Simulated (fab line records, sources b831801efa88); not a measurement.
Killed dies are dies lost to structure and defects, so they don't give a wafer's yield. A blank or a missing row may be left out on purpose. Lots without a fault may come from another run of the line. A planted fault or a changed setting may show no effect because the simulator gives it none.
fab line records | flow sky130
record lots=4 wafers=12 last_day=49
route steps=708 shown LOCAL_INTERCONNECT@390 CONTACT@406 PAD_OPEN@708
lots that met no fault: from a run of the same line without faults
start_h: hours from the record's first day to the start of the lot's first wafer shown | wait_h: hours since the lot's step before | " the same as in the row above | L1.1+2: a row that stands for several wafers | - no value, or no start given | * or withheld: withheld | < > ~ a bound
route shown NAME@n: a module of which the file shows steps, and the number in the route of the first | usual: mean/standard deviation of fault-free wafers | same: alike in all rows | chamber/n: place in a boat | sites: the reading at each site | _std_site: their standard deviation | _edge_site: outer sites' mean less inner sites' | radius_mm: how far each site lies from the wafer's centre | mask NAME#n: copy n | behind: the tool/chamber that last shaped the wafer | hold: why the lot was held/for how many hours/how that ended | device: the transistor (n, p or np) that didn't switch | end of line: the same wafers' tests at the end of the route | a step without rows: its recipe alone | killed: dies lost to structure and defects at the first sort, not the wafer's yield | map: a wafer's dies, x killed, . not, _ none there
set.NAME: the setting as run; set.NAME@STEP: as run at that earlier step | model.NAME: the simulator's own value behind a step, which no gauge read
lots at some steps of the route; a table a step, a row a wafer
services: from which hour (start_h, from the record's first day; less than 0 if before it) a tool's chamber was out of use, for how many hours, and why
## steps
# step SKY_LOCAL_INTERCONNECT_DEHYDRATE_03
# recipe temp_c=200 time_s=60
# step SKY_LOCAL_INTERCONNECT_HMDS_04
# recipe prime_time_s=60 prime_temp_c=120
# step SKY_LOCAL_INTERCONNECT_COAT_05
# recipe resist=BARC temp_c=withheld time_s=withheld spin_rpm=3000 resist_thk_nm=60
# step SKY_LOCAL_INTERCONNECT_COAT_06
# recipe resist=KrF-thick spin_rpm=3000 resist_thk_nm=450
# step SKY_LOCAL_INTERCONNECT_SOFTBAKE_07
# recipe temp_c=100 time_s=90 resist=KrF-thick
# step SKY_LOCAL_INTERCONNECT_EXPOSE_08
# recipe mask_id=LI1M na=0.8 source_shape=annular sigma_inner=0.55 sigma_outer=0.85 target_cd_nm=170 dose_mj=28
# step SKY_LOCAL_INTERCONNECT_PEB_09
# recipe peb_temp_c=withheld peb_time_s=withheld resist=KrF-thick
# step SKY_LOCAL_INTERCONNECT_DEVELOP_10
# recipe develop_time_s=60 resist=KrF-thick dev_temp_c=21
# step SKY_LOCAL_INTERCONNECT_ETCH_13
# recipe chemistry=N2/H2 target=BARC ion_energy_ev=200 bias_w=100 pressure_mtorr=30 n2_flow_sccm=100 h2_flow_sccm=200 icp_w=500 stop_on=SiO2 time_s=45.9 target_depth_a=600
# usual chamber_pressure_mTorr=30.002/0.026 drypump_motor_current_A=5.7/0.53 oes_product_au=0.855/0.0048 throttle_valve_pct=13.225/0.0095
# columns lot.wafer tool chamber start_h wait_h chamber_pressure_mTorr drypump_motor_current_A oes_product_au rf_hours_counter_h throttle_valve_pct
L703.1 rie_metal-02 0 755.81 0.0 29.975 5.3 0.861 0 13.226
L703.4 " 0 " " 30.007 5.3 0.854 - 13.233
L703.5 " 0 " " 29.992 5.3 0.853 - 13.210
L714.1 rie_metal-02 0 841.51 0.0 29.968 5.3 0.849 3 13.234
L714.4 " 1 " " 30.057 5.4 0.847 - 13.217
L714.5 " 0 " " 30.037 5.3 0.848 - 13.220
L715.1 rie_metal-04 0 847.36 0.0 30.021 5.7 0.854 4 13.229
L715.2 " 1 " " 29.953 6.3 0.856 9 13.243
L715.3 " 0 " " 30.039 5.6 0.858 - 13.237
L716.1 rie_metal-02 1 859.01 0.0 29.978 5.4 0.858 15 13.218
L716.2 " 0 " " 30.004 5.3 0.858 5 13.240
L716.5 " 1 " " 29.948 5.4 0.863 - 13.214
# step SKY_LOCAL_INTERCONNECT_METAL_ETCH_14
# recipe target_depth_nm=110 stop_on=PSG chemistry=Cl2/BCl3 target=TiN resist_sidewall_deg=88 pressure_mtorr=10 icp_w=900 bias_w=48.5 Cl2_flow_sccm=60 bcl3_flow_sccm=30 time_s=31.4
# step SKY_LOCAL_INTERCONNECT_STRIP_15
# recipe chemistry=O2/N2 power_w=1400 pressure_mtorr=1500 platen_temp_c=withheld o2_flow_sccm=3000 n2_flow_sccm=300 overash_fraction=0.5
# step SKY_LOCAL_INTERCONNECT_STRIP_16
# recipe chemistry=post_etch_residue_remover time_s=1200 temp_c=72.5
# step SKY_LOCAL_INTERCONNECT_CLEAN_17
# recipe chemistry=IPA time_s=180 temp_c=25
# step SKY_LOCAL_INTERCONNECT_CLEAN_18
# recipe chemistry=O3/DIW dry=n2_spin
# step SKY_CONTACT_CVD_00
# recipe material=Si3N4 target_thk_nm=75 temp_c=400 time_s=withheld rf_w=450
# step SKY_CONTACT_HDPCVD_02
# recipe material=SiO2 target_thk_nm=565 sigma_open_frac=0.3 time_s=94.2 temp_c=600 sih4_flow_sccm=60 pressure_mtorr=6
# step SKY_CONTACT_CMP_04
# recipe material=SiO2 down_force_psi=4 platen_rpm=60 pad_velocity_m_s=0.94248
# step SKY_CONTACT_DEHYDRATE_06
# recipe temp_c=200 time_s=60
# step SKY_CONTACT_HMDS_07
# recipe prime_time_s=60 prime_temp_c=120
# step SKY_CONTACT_COAT_08
# recipe resist=BARC temp_c=withheld time_s=withheld spin_rpm=3000 resist_thk_nm=60
# step SKY_CONTACT_COAT_09
# recipe resist=KrF-thick spin_rpm=3000 resist_thk_nm=450
# step SKY_CONTACT_SOFTBAKE_10
# recipe temp_c=100 time_s=90 resist=KrF-thick
# step SKY_CONTACT_EXPOSE_11
# recipe mask_id=CTM1 na=0.8 source_shape=annular sigma_inner=0.55 sigma_outer=0.85 target_cd_nm=170 dose_mj=38
# step SKY_CONTACT_PEB_12
# recipe peb_temp_c=withheld peb_time_s=withheld resist=KrF-thick
# step SKY_CONTACT_DEVELOP_13
# recipe develop_time_s=60 resist=KrF-thick dev_temp_c=21
# step SKY_CONTACT_ETCH_16
# recipe chemistry=N2/H2 target=BARC ion_energy_ev=200 source_w=500 bias_w=100 pressure_mtorr=30 n2_flow_sccm=100 h2_flow_sccm=200 stop_on=SiO2 time_s=45.9 target_depth_a=600
# step SKY_CONTACT_ETCH_17
# recipe target=SiO2 chemistry=C4F8/O2/Ar stop_on=Si3N4 mask_material=KrF-thick source_w=1500 bias_w=1200 pressure_mtorr=40 c4f8_flow_sccm=withheld O2_flow_sccm=6 Ar_flow_sccm=300 time_s=withheld target_depth_a=3400
# step SKY_CONTACT_ETCH_18
# recipe target=Si3N4 chemistry=CHF3/O2 stop_on=TiN source_w=600 bias_w=200 pressure_mtorr=40 chf3_flow_sccm=50 O2_flow_sccm=5 time_s=39 target_depth_a=750
# step SKY_CONTACT_STRIP_19
# recipe chemistry=O2/N2 power_w=1400 pressure_mtorr=1500 platen_temp_c=withheld o2_flow_sccm=3000 n2_flow_sccm=300 overash_fraction=0.5
# step SKY_CONTACT_STRIP_20
# recipe chemistry=post_etch_residue_remover time_s=1200 temp_c=72.5
# step SKY_CONTACT_CLEAN_21
# recipe chemistry=IPA time_s=180 temp_c=25
# step SKY_CONTACT_CLEAN_22
# recipe chemistry=O3/DIW dry=n2_spin
# step SKY_CONTACT_SPUTTER_23
# recipe material=TiN target_thk_nm=20 chamber_pressure_pa=5 power_w=4000 time_s=80
# step SKY_PAD_OPEN_PROBE_99
# usual killed_at_M0_to_M3=44/7.2 killed_at_M4_up=2.9/1.8 killed_at_contacts=24/5.6 killed_at_front_end=15/4.2 killed_at_other=0.4/0.71 killed_dies=86/9.2 killed_open=47/7.2 killed_short=39/5.7
# same gross_dies=492 killed_at_back_side=0
# columns lot.wafer tool chamber start_h wait_h killed_at_M0_to_M3 killed_at_M4_up killed_at_contacts killed_at_front_end killed_at_other killed_dies killed_open killed_short
L703.1 prober-01 - 1113.61 0.1 36 4 20 13 0 73 41 32
L703.4 prober-01 - 1113.76 0.2 43 2 30 11 1 87 40 47
L703.5 prober-01 - 1113.81 0.2 31 1 34 22 1 89 54 35
L714.4 prober-01 - 1174.43 0.2 34 4 61 10 0 109 46 19
L715.1 prober-02 - 1179.48 0.1 51 2 31 12 0 96 56 39
L715.2 prober-02 - 1179.53 0.1 64 6 16 13 0 99 56 43
L715.3 prober-02 - 1179.58 0.2 52 0 35 11 0 98 51 47
L716.1 prober-01 - 1185.38 0.1 45 0 57 13 0 115 40 34
L716.5 prober-01 - 1185.58 0.2 37 3 59 12 1 112 39 32
# killed by level:class
L703.1 LI_CONTACT:geometric_particle:open=8 VIA1:geometric_particle:short=8 CONTACT:geometric_particle:open=8 VIA1:geometric_particle:open=6 METAL1:geometric_particle:short=4 VIA2:geometric_particle:open=4 FIELD_ISO:geometric_particle:short=3 POLY_GATE:geometric_particle:open=3
L703.4 VIA1:geometric_particle:open=11 CONTACT:geometric_particle:open=10 LOCAL_INTERCONNECT:geometric_particle:short=7 METAL1:geometric_particle:short=7 VIA3:geometric_particle:open=6 CONTACT:geometric_particle:short=5 METAL2:geometric_particle:short=5 FIELD_ISO:geometric_particle:short=4
L703.5 CONTACT:geometric_particle:open=10 LI_CONTACT:geometric_particle:open=9 VIA2:geometric_particle:open=8 VIA1:geometric_particle:open=7 FIELD_ISO:geometric_particle:short=6 LI_CONTACT:geometric_particle:short=6 FIELD_ISO:geometric_particle:open=5 CONTACT:geometric_particle:short=5
L714.4 LOCAL_INTERCONNECT:unspecified=44 VIA1:geometric_particle:open=12 CONTACT:geometric_particle:open=10 VIA3:geometric_particle:open=8 FIELD_ISO:geometric_particle:open=3 METAL1:geometric_particle:short=3 VIA2:geometric_particle:open=3 METAL4:geometric_particle:short=3
L715.1 CONTACT:geometric_particle:open=16 VIA1:geometric_particle:open=11 VIA3:geometric_particle:open=8 VIA2:geometric_particle:open=8 METAL1:geometric_particle:short=7 CONTACT:geometric_particle:short=5 LI_CONTACT:geometric_particle:short=5 LI_CONTACT:geometric_particle:open=5
L715.2 VIA1:geometric_particle:open=16 VIA2:geometric_particle:open=10 METAL1:geometric_particle:short=8 VIA3:geometric_particle:open=8 CONTACT:geometric_particle:open=6 METAL2:geometric_particle:short=5 LI_CONTACT:geometric_particle:open=4 VIA1:geometric_particle:short=4
L715.3 CONTACT:geometric_particle:open=11 VIA3:geometric_particle:open=10 CONTACT:geometric_particle:short=9 VIA2:geometric_particle:open=9 LI_CONTACT:geometric_particle:open=7 METAL1:geometric_particle:short=7 VIA1:geometric_particle:open=7 POLY_GATE:geometric_particle:short=6
L716.1 LOCAL_INTERCONNECT:unspecified=41 VIA2:geometric_particle:open=9 VIA1:geometric_particle:open=9 METAL2:geometric_particle:short=6 POLY_GATE:geometric_particle:short=5 CONTACT:geometric_particle:open=5 VIA1:geometric_particle:short=4 VIA3:geometric_particle:open=4
L716.5 LOCAL_INTERCONNECT:unspecified=40 CONTACT:geometric_particle:open=10 METAL2:geometric_particle:short=9 VIA1:geometric_particle:open=6 VIA3:geometric_particle:open=5 VIA2:geometric_particle:open=4 FIELD_ISO:geometric_particle:short=3 LI_CONTACT:geometric_particle:open=3
# map L714.4 (x killed, . not)
__________.........._________
________......x......x_______
______.x.x.............._____
_____....x...............____
____..x...................___
___.......xx.......x.......__
__..x.........x.........xx.._
_.x....x..x.............x....
_....x.x..........x..xx.....x
_x..x.....x.xx...x......x....
_......x.....x.....x.......x.
_.x.....x...............xx..x
_........x.............x.....
_.....x....x....x....xx.....x
_...x............xxxx.x......
__....x.....xx.xxxxxxx.x..xx_
___x...x......xxxxxxxx.xx..__
____....x..x.x.xxxxxxx.x..___
_____x..x....xxx.xxxxx...____
______............x.xx.._____
________..x...x.xxx..x_______
__________.x........_________
# map L716.1 (x killed, . not)
__________.........._________
________..xx.........._______
______.....x....x......._____
_____......xx.........x..____
____.x.....x..............___
___.........x..x.....x...xx__
__....xx....xx..xxx.......x._
_............................
_..x.....x.......x...........
_.xx....x........x.x..xx...x.
_x...x.x..................xx.
_......x...x.................
_..x.x.....x.....xx....x.....
_.x.........x..x..xx.........
_...........x.x..xxxxxx....x.
__.xx....xx.x..xxxxxxx......_
___..........xx.xxxxx.x....__
____......xxxxxxxxxxx.....___
_____.......x.xxxxxx.xx.x____
______.....x..xxx.xxx..._____
________x.........xx.._______
__________...x.xxx.._________
## services
# columns tool chamber start_h hours kind
rie_metal-02 0 782.54 12.6 repair
## key
first_sign step=SKY_PAD_OPEN_PROBE_99 reading=killed_at_contacts direction=up sigmas=6.2 usual=24 struck=59
effect step=SKY_PAD_OPEN_PROBE_99 reading=killed_dies direction=up sigmas=2.8 usual=86 struck=112
met_at SKY_LOCAL_INTERCONNECT_ETCH_13
struck_wafers L714.4,L716.1,L716.5
tester_left_out L714,L716
fault kind=chamber_particle_source tool=rie_metal-02 chamber=1 onset_h=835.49 steps=SKY_LOCAL_INTERCONNECT_ETCH_13 rate_per_visit_cm2=0.44646 end_h=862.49
# tester_left_out: of these lots the tester's yield and bins aren't shown, on N5 and GAA mostly nor the transistor test; their killed dies are dies lost to structure and defects alone, not to doping, threshold or leakage, so they don't give the yield
